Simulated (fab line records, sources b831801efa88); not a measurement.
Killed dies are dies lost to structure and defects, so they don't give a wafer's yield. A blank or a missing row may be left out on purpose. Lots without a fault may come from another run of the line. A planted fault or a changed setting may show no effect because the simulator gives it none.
fab line records | flow sky130 | part 1 of 2: steps 1 to 24 of 34
record lots=5 wafers=15 last_day=49
route steps=708 shown CAPM@549 METAL3@555 VIA3@573
lots that met no fault: from a run of the same line without faults
start_h: hours from the record's first day to the start of the lot's first wafer shown | wait_h: hours since the lot's step before | " the same as in the row above | L1.1+2: a row that stands for several wafers | - no value, or no start given | * or withheld: withheld | < > ~ a bound
route shown NAME@n: a module of which the file shows steps, and the number in the route of the first | usual: mean/standard deviation of fault-free wafers | same: alike in all rows | chamber/n: place in a boat | sites: the reading at each site | _std_site: their standard deviation | _edge_site: outer sites' mean less inner sites' | radius_mm: how far each site lies from the wafer's centre | mask NAME#n: copy n | behind: the tool/chamber that last shaped the wafer | hold: why the lot was held/for how many hours/how that ended | device: the transistor (n, p or np) that didn't switch | end of line: the same wafers' tests at the end of the route | a step without rows: its recipe alone | killed: dies lost to structure and defects at the first sort, not the wafer's yield | map: a wafer's dies, x killed, . not, _ none there
set.NAME: the setting as run; set.NAME@STEP: as run at that earlier step | model.NAME: the simulator's own value behind a step, which no gauge read
lots at some steps of the route; a table a step, a row a wafer
services: from which hour (start_h, from the record's first day; less than 0 if before it) a tool's chamber was out of use, for how many hours, and why
## steps
# step SKY_CAPM_OVL_MEAS_12
# usual CAPM_OVL=-0.3/1.2
# columns lot.wafer tool chamber start_h wait_h CAPM_OVL[nm]
L077.1 overlay-02 - 891.53 0.1 1.6
L077.3 " - " " 2.4
L077.6 " - " " 0.6
L078.1 overlay-01 - 897.58 0.1 0.4
L078.4 " - " " -0.3
L078.5 " - " " 0.8
L080.1 overlay-02 - 920.88 0.1 -0.7
L080.3 " - " " -0.4
L080.5 " - " " -0.6
L083.2 overlay-01 - 961.14 0.1 -0.8
L083.3 " - " " -0.9
L083.4 " - " " 0.0
L091.1 overlay-01 - 1002.74 0.1 1.0
L091.4 " - " " 0.4
L091.6 " - " " 0.4
# step SKY_CAPM_METAL_ETCH_13
# recipe target_depth_nm=220 stop_on=SiO2 chemistry=Cl2/BCl3 target=TiN pressure_mtorr=10 icp_w=900 bias_w=48.5 Cl2_flow_sccm=60 bcl3_flow_sccm=30 time_s=62.9
# usual drypump_motor_current_A=5.95/0.21 oes_product_au=0.941/0.0088 throttle_valve_pct=21.901/0.011
# columns lot.wafer tool chamber start_h wait_h drypump_motor_current_A oes_product_au rf_hours_counter_h throttle_valve_pct
L077.1 rie_metal-04 0 891.57 0.0 6.06 0.943 15 21.908
L077.3 " 1 " " 6.14 0.947 - 21.884
L077.6 " 1 " " 6.07 0.933 - 21.894
L078.1 rie_metal-04 1 897.62 0.0 6.14 0.945 12 21.916
L078.4 " 0 " " 6.08 0.946 - 21.891
L078.5 " 1 " " 6.17 0.940 - 21.906
L080.1 rie_metal-03 0 920.92 0.0 6.09 0.948 11 21.913
L080.3 " 0 " " 6.10 0.934 - 21.896
L080.5 " 1 " " 5.61 0.941 - 21.904
L083.2 rie_metal-01 1 961.17 0.0 5.99 0.933 6 21.906
L083.3 " 0 " " 5.61 0.934 - 21.907
L083.4 " 1 " " 5.99 0.928 - 21.937
L091.1 rie_metal-04 1 1002.77 0.0 6.08 0.956 18 21.877
L091.4 " 0 " " 6.06 0.948 - 21.904
L091.6 " 1 " " 6.11 0.933 - 21.909
# step SKY_CAPM_STRIP_14
# recipe chemistry=O2/N2 power_w=1400 pressure_mtorr=1500 platen_temp_c=withheld o2_flow_sccm=3000 n2_flow_sccm=300 overash_fraction=0.5
# usual drypump_motor_current_A=5.5/0.39 o2_flow_sccm=3000/9.3 oes_product_au=0.710/0.0044 strip_time_to_endpoint_s=12.65/0.046
# same overash_fraction=0.5
# columns lot.wafer tool chamber start_h wait_h drypump_motor_current_A o2_flow_sccm oes_product_au rf_hours_counter_h strip_time_to_endpoint_s
L077.1 plasma_asher-03 1 891.64 0.1 5.9 2998 0.707 47 12.67
L077.3 " 0 " " 5.8 2981 0.708 - 12.73
L077.6 " 1 " " 5.9 3012 0.713 - 12.68
L078.1 plasma_asher-01 1 897.69 0.1 5.8 3007 0.703 74 12.64
L078.4 " 1 " " 5.8 3004 0.706 - 12.62
L078.5 " 0 " " 5.3 2997 0.708 - 12.63
L080.1 plasma_asher-03 1 920.99 0.1 6.0 3008 0.712 50 12.66
L080.3 " 0 " " 5.8 2991 0.716 - 12.71
L080.5 " 0 " " 5.8 3007 0.715 - 12.67
L083.2 plasma_asher-01 1 961.25 0.1 5.8 2995 0.710 80 12.72
L083.3 " 1 " " 5.8 2995 0.711 - 12.66
L083.4 " 0 " " 5.4 3002 0.711 - 12.71
L091.1 plasma_asher-01 0 1002.85 0.1 5.3 2982 0.716 83 12.62
L091.4 " 1 " " 5.8 2990 0.712 - 12.66
L091.6 " 0 " " 5.3 2991 0.712 - 12.64
# step SKY_CAPM_STRIP_15
# recipe chemistry=post_etch_residue_remover time_s=1200 temp_c=72.5
# usual temp_c=72.50/0.13
# columns lot.wafer tool chamber start_h wait_h temp_c
L077.1 wet_bench-03 3 891.74 0.1 72.63
L077.3 " 3 " " 72.63
L077.6 " 3 " " 72.47
L078.1 wet_bench-04 1 897.79 0.1 72.40
L078.4 " 1 " " 72.55
L078.5 " 1 " " 72.62
L080.1 wet_bench-01 3 921.09 0.1 72.51
L080.3 " 3 " " 72.54
L080.5 " 3 " " 72.36
L083.2 wet_bench-03 1 961.35 0.1 72.47
L083.3 " 1 " " 72.29
L083.4 " 1 " " 72.29
L091.1 wet_bench-01 3 1002.95 0.1 72.56
L091.4 " 3 " " 72.68
L091.6 " 3 " " 72.40
# step SKY_CAPM_CLEAN_16
# recipe chemistry=IPA time_s=180 temp_c=25
# usual temp_c=24.99/0.11
# columns lot.wafer tool chamber start_h wait_h temp_c
L077.1 wet_bench-01 2 892.09 0.0 25.18
L077.3 " 2 " " 25.07
L077.6 " 2 " " 25.18
L078.1 wet_bench-01 3 898.17 0.0 25.00
L078.4 " 3 " " 24.99
L078.5 " 3 " " 24.99
L080.1 wet_bench-04 0 921.44 0.0 25.02
L080.3 " 0 " " 25.13
L080.5 " 0 " " 24.94
L083.2 wet_bench-01 0 961.69 0.0 24.90
L083.3 " 0 " " 24.92
L083.4 " 0 " " 24.92
L091.1 wet_bench-04 2 1003.45 0.2 24.80
L091.4 " 2 " " 24.88
L091.6 " 2 " " 24.68
# step SKY_CAPM_CLEAN_17
# recipe chemistry=O3/DIW dry=n2_spin
# columns lot.wafer tool chamber start_h wait_h
L077.1+3+6 wet_bench-04 2 892.14 0.0
L078.1+4+5 wet_bench-03 0 898.23 0.0
L080.1+3+5 wet_bench-03 0 921.49 0.0
L083.2+3+4 wet_bench-04 3 961.76 0.0
L091.1+4+6 wet_bench-04 0 1003.56 0.1
# step SKY_METAL3_DEHYDRATE_05
# recipe temp_c=200 time_s=60
# usual chill_plate_temp_C=23.02/0.11
# columns lot.wafer tool chamber start_h wait_h chill_plate_temp_C
L077.1 litho_track-02 0 903.90 11.7 22.93
L077.3 " 0 " " 23.11
L077.6 " 0 " " 23.13
L078.1 litho_track-02 0 909.40 11.1 22.99
L078.4 " 0 " " 23.24
L078.5 " 0 " " 22.99
L080.1 litho_track-04 0 932.46 10.9 23.02
L080.3 " 0 " " 22.97
L080.5 " 0 " " 23.02
L083.2 litho_track-04 0 973.43 11.6 23.11
L083.3 " 0 " " 23.20
L083.4 " 0 " " 22.99
L091.1 litho_track-01 0 1013.23 9.6 23.21
L091.4 " 0 " " 23.16
L091.6 " 0 " " 23.16
# step SKY_METAL3_HMDS_06
# recipe prime_time_s=60 prime_temp_c=120
# usual chill_plate_temp_C=22.99/0.11
# columns lot.wafer tool chamber start_h wait_h chill_plate_temp_C
L077.1 litho_track-02 0 904.05 0.1 23.06
L077.3 " 0 " " 22.89
L077.6 " 0 " " 22.99
L078.1 litho_track-02 0 909.55 0.1 23.13
L078.4 " 0 " " 23.12
L078.5 " 0 " " 22.77
L080.1 litho_track-04 0 932.61 0.1 23.06
L080.3 " 0 " " 23.07
L080.5 " 0 " " 23.35
L083.2 litho_track-04 0 973.58 0.1 22.95
L083.3 " 0 " " 22.84
L083.4 " 0 " " 22.84
L091.1 litho_track-01 0 1013.38 0.1 22.92
L091.4 " 0 " " 22.86
L091.6 " 0 " " 22.88
# step SKY_METAL3_COAT_07
# recipe resist=BARC temp_c=withheld time_s=withheld spin_rpm=3000 resist_thk_nm=60
# usual chill_plate_temp_C=*
# columns lot.wafer tool chamber start_h wait_h chill_plate_temp_C
L077.1 litho_track-02 0 904.20 0.1 *
L077.3 " 0 " " *
L077.6 " 0 " " *
L078.1 litho_track-02 0 909.70 0.1 *
L078.4 " 0 " " *
L078.5 " 0 " " *
L080.1 litho_track-04 0 932.76 0.1 *
L080.3 " 0 " " *
L080.5 " 0 " " *
L083.2 litho_track-04 0 973.73 0.1 *
L083.3 " 0 " " *
L083.4 " 0 " " *
L091.1 litho_track-01 0 1013.53 0.1 *
L091.4 " 0 " " *
L091.6 " 0 " " *
# step SKY_METAL3_COAT_08
# recipe resist=KrF-thick spin_rpm=2929 resist_thk_nm=1140
# usual chill_plate_temp_C=22.98/0.11
# columns lot.wafer tool chamber start_h wait_h chill_plate_temp_C
L077.1 litho_track-02 0 - - 22.91
L077.3 " 0 " " 23.03
L077.6 " 0 " " 23.12
L078.1 litho_track-02 0 - - 23.09
L078.4 " 0 " " 23.15
L078.5 " 0 " " 23.13
L080.1 litho_track-04 0 - - 22.99
L080.3 " 0 " " 22.95
L080.5 " 0 " " 23.08
L083.2 litho_track-04 0 - - 23.05
L083.3 " 0 " " 22.95
L083.4 " 0 " " 23.10
L091.1 litho_track-01 0 - - 22.98
L091.4 " 0 " " 22.99
L091.6 " 0 " " 22.92
# step SKY_METAL3_SOFTBAKE_09
# recipe temp_c=100 time_s=90 resist=KrF-thick
# usual chill_plate_temp_C=23.01/0.096
# columns lot.wafer tool chamber start_h wait_h chill_plate_temp_C
L077.1 litho_track-02 0 - - 23.01
L077.3 " 0 " " 22.96
L077.6 " 0 " " 22.91
L078.1 litho_track-02 0 - - 23.14
L078.4 " 0 " " 23.10
L078.5 " 0 " " 23.08
L080.1 litho_track-04 0 - - 22.87
L080.3 " 0 " " 22.86
L080.5 " 0 " " 22.96
L083.2 litho_track-04 0 - - 23.05
L083.3 " 0 " " 23.01
L083.4 " 0 " " 22.91
L091.1 litho_track-01 0 - - 23.03
L091.4 " 0 " " 22.91
L091.6 " 0 " " 22.97
# step SKY_METAL3_EXPOSE_10
# recipe mask_id=MM3 na=0.68 source_shape=annular sigma_inner=0.4 sigma_outer=0.8 target_cd_nm=300 dose_mj=28
# columns lot.wafer tool chamber start_h wait_h mask
L077.1+3+6 krf_scanner-01 0 - - MM3#0
L078.1+4+5 krf_scanner-01 0 - - MM3#0
L080.1+3+5 krf_scanner-01 0 - - MM3#0
L083.2+3+4 krf_scanner-01 0 - - MM3#0
L091.1+4+6 krf_scanner-01 0 - - MM3#0
# step SKY_METAL3_PEB_11
# recipe peb_temp_c=withheld peb_time_s=withheld resist=KrF-thick
# usual chill_plate_temp_C=*
# columns lot.wafer tool chamber start_h wait_h chill_plate_temp_C
L077.1 litho_track-02 0 - - *
L077.3 " 0 " " *
L077.6 " 0 " " *
L078.1 litho_track-04 0 - - *
L078.4 " 0 " " *
L078.5 " 0 " " *
L080.1 litho_track-01 0 - - *
L080.3 " 0 " " *
L080.5 " 0 " " *
L083.2 litho_track-04 0 - - *
L083.3 " 0 " " *
L083.4 " 0 " " *
L091.1 litho_track-01 0 - - *
L091.4 " 0 " " *
L091.6 " 0 " " *
# step SKY_METAL3_DEVELOP_12
# recipe develop_time_s=60 resist=KrF-thick dev_temp_c=21
# usual chill_plate_temp_C=23.01/0.1
# columns lot.wafer tool chamber start_h wait_h chill_plate_temp_C
L077.1 litho_track-02 0 - - 23.05
L077.3 " 0 " " 23.00
L077.6 " 0 " " 22.99
L078.1 litho_track-04 0 - - 22.95
L078.4 " 0 " " 22.99
L078.5 " 0 " " 23.13
L080.1 litho_track-01 0 - - 22.81
L080.3 " 0 " " 22.98
L080.5 " 0 " " 22.75
L083.2 litho_track-04 0 - - 23.05
L083.3 " 0 " " 23.04
L083.4 " 0 " " 22.91
L091.1 litho_track-01 0 - - 22.83
L091.4 " 0 " " 23.08
L091.6 " 0 " " 22.87
# step SKY_METAL3_CD_MEAS_13
# recipe target_cd_nm=300
# usual cd_nm=300.3/1.3
# columns lot.wafer tool chamber start_h wait_h cd_nm
L077.1 cd_sem-01 - 916.65 - 299.2
L077.3 " - " " 300.2
L077.6 " - " " 300.0
L078.1 cd_sem-01 - 923.46 - 300.6
L078.4 " - " " 300.8
L078.5 " - " " 299.8
L080.1 cd_sem-02 - 945.93 - 299.8
L080.3 " - " " 301.0
L080.5 " - " " 300.8
L083.2 cd_sem-01 - 985.28 - 300.4
L083.3 " - " " 302.5
L083.4 " - " " 300.8
L091.1 cd_sem-01 - 1026.08 - 301.1
L091.4 " - " " 302.5
L091.6 " - " " 300.8
# step SKY_METAL3_OVL_MEAS_14
# usual METAL3_OVL=1/4.5
# columns lot.wafer tool chamber start_h wait_h METAL3_OVL[nm]
L077.1 overlay-02 - 916.77 0.1 8
L077.3 " - " " -2
L077.6 " - " " -1
L078.1 overlay-02 - 923.58 0.1 1
L078.4 " - " " 3
L078.5 " - " " 1
L080.1 overlay-02 - 946.05 0.1 -1
L080.3 " - " " -8
L080.5 " - " " -5
L083.2 overlay-01 - 985.38 0.1 6
L083.3 " - " " 9
L083.4 " - " " 2
L091.1 overlay-02 - 1026.20 0.1 -2
L091.4 " - " " -2
L091.6 " - " " -3
# step SKY_METAL3_DESCUM_15
# recipe chemistry=O2 source_power_w=150 bias_power_w=0 pressure_mtorr=10 temp_c=40 time_s=8
# usual drypump_motor_current_A=5.8/0.38 oes_product_au=0.996/0.011 temp_c=40.00/0.11
# columns lot.wafer tool chamber start_h wait_h drypump_motor_current_A oes_product_au rf_hours_counter_h temp_c
L077.1 rie_metal-02 1 916.81 0.0 5.2 1.017 15 39.92
L077.3 " 0 " " 6.3 0.991 - 40.20
L077.6 " 1 " " 5.2 1.012 - 39.94
L078.1 rie_metal-02 0 923.61 0.0 6.4 0.990 11 39.96
L078.4 " 1 " " 5.2 1.005 - 40.01
L078.5 " 1 " " 5.3 0.990 - 40.03
L080.1 rie_metal-03 0 946.09 0.0 6.1 0.996 11 39.99
L080.3 " 1 " " 5.6 0.995 - 39.99
L080.5 " 1 " " 5.6 1.003 - 40.11
L083.2 rie_metal-03 1 985.41 0.0 5.6 1.000 9 40.02
L083.3 " 0 " " 6.1 1.003 - 39.90
L083.4 " 1 " " 5.6 0.996 - 40.13
L091.1 rie_metal-03 1 1026.24 0.0 5.6 0.988 11 39.99
L091.4 " 0 " " 6.1 0.987 - 40.05
L091.6 " 1 " " 5.6 0.987 - 40.08
# step SKY_METAL3_ETCH_16
# recipe chemistry=N2/H2 target=BARC ion_energy_ev=200 bias_w=100 pressure_mtorr=30 n2_flow_sccm=100 h2_flow_sccm=200 icp_w=500 stop_on=SiO2 time_s=88.2 target_depth_a=600
# usual drypump_motor_current_A=5.8/0.38 oes_product_au=0.625/0.0039 throttle_valve_pct=13.205/0.0095
# columns lot.wafer tool chamber start_h wait_h drypump_motor_current_A oes_product_au rf_hours_counter_h throttle_valve_pct
L077.1 rie_metal-02 1 916.84 0.0 5.3 0.624 15 13.206
L077.3 " 0 " " 6.4 0.627 - 13.207
L077.6 " 1 " " 5.3 0.623 - 13.211
L078.1 rie_metal-02 0 923.64 0.0 6.4 0.631 11 13.205
L078.4 " 1 " " 5.2 0.626 - 13.197
L078.5 " 1 " " 5.2 0.614 - 13.195
L080.1 rie_metal-03 0 946.12 0.0 6.1 0.630 11 13.185
L080.3 " 1 " " 5.6 0.620 - 13.203
L080.5 " 1 " " 5.6 0.625 - 13.224
L083.2 rie_metal-03 1 985.45 0.0 5.6 0.633 9 13.197
L083.3 " 0 " " 6.1 0.633 - 13.224
L083.4 " 1 " " 5.6 0.623 - 13.204
L091.1 rie_metal-03 1 1026.27 0.0 5.6 0.625 11 13.210
L091.4 " 0 " " 6.1 0.634 - 13.198
L091.6 " 1 " " 5.6 0.621 - 13.219
# step SKY_METAL3_ETCH_17
# recipe target=SiO2 stop_on=TiN chemistry=C4F8/O2/Ar source_w=1500 bias_w=1200 pressure_mtorr=40 c4f8_flow_sccm=withheld O2_flow_sccm=6 Ar_flow_sccm=300 time_s=3.9 target_depth_a=150
# usual oes_product_au=0.755/0.0074
# columns lot.wafer tool chamber start_h wait_h oes_product_au
L077.1 rie_diel-04 0 916.94 0.1 0.749
L077.3 " 2 " " 0.761
L077.6 " 3 " " 0.753
L078.1 rie_diel-01 0 923.74 0.1 0.748
L078.4 " 1 " " 0.756
L078.5 " 2 " " 0.768
L080.1 rie_diel-01 2 946.22 0.1 0.752
L080.3 " 3 " " 0.754
L080.5 " 1 " " 0.758
L083.2 rie_diel-03 3 985.54 0.1 0.757
L083.3 " 1 " " 0.762
L083.4 " 0 " " 0.758
L091.1 rie_diel-04 3 1026.37 0.1 0.744
L091.4 " 0 " " 0.744
L091.6 " 0 " " 0.751
# step SKY_METAL3_METAL_ETCH_18
# recipe target_depth_a=8450 stop_on=SiO2 over_etch_frac=0.3 time_s=183.1 chemistry=Cl2/BCl3 resist_sidewall_deg=88 pressure_mtorr=10 icp_w=900 bias_w=48.5 Cl2_flow_sccm=60 bcl3_flow_sccm=30
# usual drypump_motor_current_A=5.8/0.4 oes_product_au=0.864/0.0066 throttle_valve_pct=22.265/0.0098
# columns lot.wafer tool chamber start_h wait_h drypump_motor_current_A oes_product_au rf_hours_counter_h throttle_valve_pct
L077.1 rie_metal-03 0 916.96 0.0 6.1 0.863 10 22.259
L077.3 " 0 " " 6.1 0.853 - 22.265
L077.6 " 0 " " 6.1 0.857 - 22.255
L078.1 rie_metal-01 1 923.76 0.0 6.0 0.871 4 22.270
L078.4 " 1 " " 6.0 0.873 - 22.240
L078.5 " 0 " " 5.6 0.873 - 22.269
L080.1 rie_metal-01 1 946.24 0.0 6.0 0.863 5 22.258
L080.3 " 1 " " 6.0 0.864 - 22.271
L080.5 " 1 " " 6.0 0.873 - 22.246
L083.2 rie_metal-01 1 985.56 0.0 6.0 0.866 7 22.266
L083.3 " 1 " " 6.0 0.865 - 22.258
L083.4 " 0 " " 5.6 0.863 - 22.263
L091.1 rie_metal-02 0 1026.39 0.0 6.4 0.862 16 22.265
L091.4 " 0 " " 6.4 0.863 - 22.267
L091.6 " 0 " " 6.4 0.862 - 22.257
# step SKY_METAL3_STRIP_19
# recipe chemistry=O2/N2 power_w=1400 pressure_mtorr=1500 platen_temp_c=withheld o2_flow_sccm=3000 n2_flow_sccm=300 overash_fraction=0.5
# usual drypump_motor_current_A=5.6/0.39 o2_flow_sccm=3000/9 oes_product_au=0.510/0.0067 strip_time_to_endpoint_s=6.72/0.088
# same overash_fraction=0.5
# columns lot.wafer tool chamber start_h wait_h drypump_motor_current_A o2_flow_sccm oes_product_au rf_hours_counter_h strip_time_to_endpoint_s
L077.1 plasma_asher-03 0 917.13 0.1 5.8 2997 0.509 50 6.70
L077.3 " 1 " " 6.0 2995 0.508 - 6.78
L077.6 " 0 " " 5.8 3007 0.513 - 6.77
L078.1 plasma_asher-04 0 923.94 0.1 5.0 3006 0.513 108 6.93
L078.4 " 1 " " 5.9 3004 0.527 - 7.00
L078.5 " 1 " " 5.8 3003 0.520 - 6.80
L080.1 plasma_asher-03 1 946.47 0.2 6.0 2989 0.516 53 6.89
L080.3 " 1 " " 6.0 2999 0.508 - 6.88
L080.5 " 1 " " 6.0 2985 0.519 - 6.87
L083.2 plasma_asher-03 0 985.74 0.1 5.8 3014 0.521 58 6.79
L083.3 " 1 " " 6.0 2991 0.504 - 6.73
L083.4 " 0 " " 5.8 3011 0.497 - 6.52
L091.1 plasma_asher-01 0 1026.56 0.1 5.4 2997 0.507 86 6.76
L091.4 " 0 " " 5.3 3000 0.510 - 6.73
L091.6 " 1 " " 5.8 3000 0.505 - 6.73
# step SKY_METAL3_STRIP_20
# recipe chemistry=post_etch_residue_remover time_s=1200 temp_c=72.5
# usual temp_c=72.51/0.12
# columns lot.wafer tool chamber start_h wait_h temp_c
L077.1 wet_bench-02 0 917.23 0.1 72.61
L077.3 " 0 " " 72.60
L077.6 " 0 " " 72.51
L078.1 wet_bench-01 1 924.04 0.1 72.48
L078.4 " 1 " " 72.48
L078.5 " 1 " " 72.58
L080.1 wet_bench-01 2 946.57 0.1 72.43
L080.3 " 2 " " 72.53
L080.5 " 2 " " 72.50
L083.2 wet_bench-02 3 985.84 0.1 72.55
L083.3 " 3 " " 72.31
L083.4 " 3 " " 72.27
L091.1 wet_bench-02 1 1026.66 0.1 72.47
L091.4 " 1 " " 72.63
L091.6 " 1 " " 72.38
# step SKY_METAL3_CLEAN_21
# recipe chemistry=IPA time_s=180 temp_c=25
# usual temp_c=25.01/0.1
# columns lot.wafer tool chamber start_h wait_h temp_c
L077.1 wet_bench-04 1 917.61 0.0 24.94
L077.3 " 1 " " 24.85
L077.6 " 1 " " 24.97
L078.1 wet_bench-04 3 924.38 0.0 25.00
L078.4 " 3 " " 25.00
L078.5 " 3 " " 24.81
L080.1 wet_bench-04 2 946.91 0.0 25.10
L080.3 " 2 " " 24.95
L080.5 " 2 " " 25.03
L083.2 wet_bench-01 2 986.18 0.0 24.92
L083.3 " 2 " " 24.81
L083.4 " 2 " " 24.86
L091.1 wet_bench-04 3 1027.01 0.0 25.07
L091.4 " 3 " " 25.04
L091.6 " 3 " " 25.00
# step SKY_METAL3_CLEAN_22
# recipe chemistry=O3/DIW dry=n2_spin
# columns lot.wafer tool chamber start_h wait_h
L077.1+3+6 wet_bench-01 3 917.67 0.0
L078.1+4+5 wet_bench-01 1 924.44 0.0
L080.1+3+5 wet_bench-02 1 946.97 0.0
L083.2+3+4 wet_bench-02 2 986.24 0.0
L091.1+4+6 wet_bench-02 1 1027.06 0.0
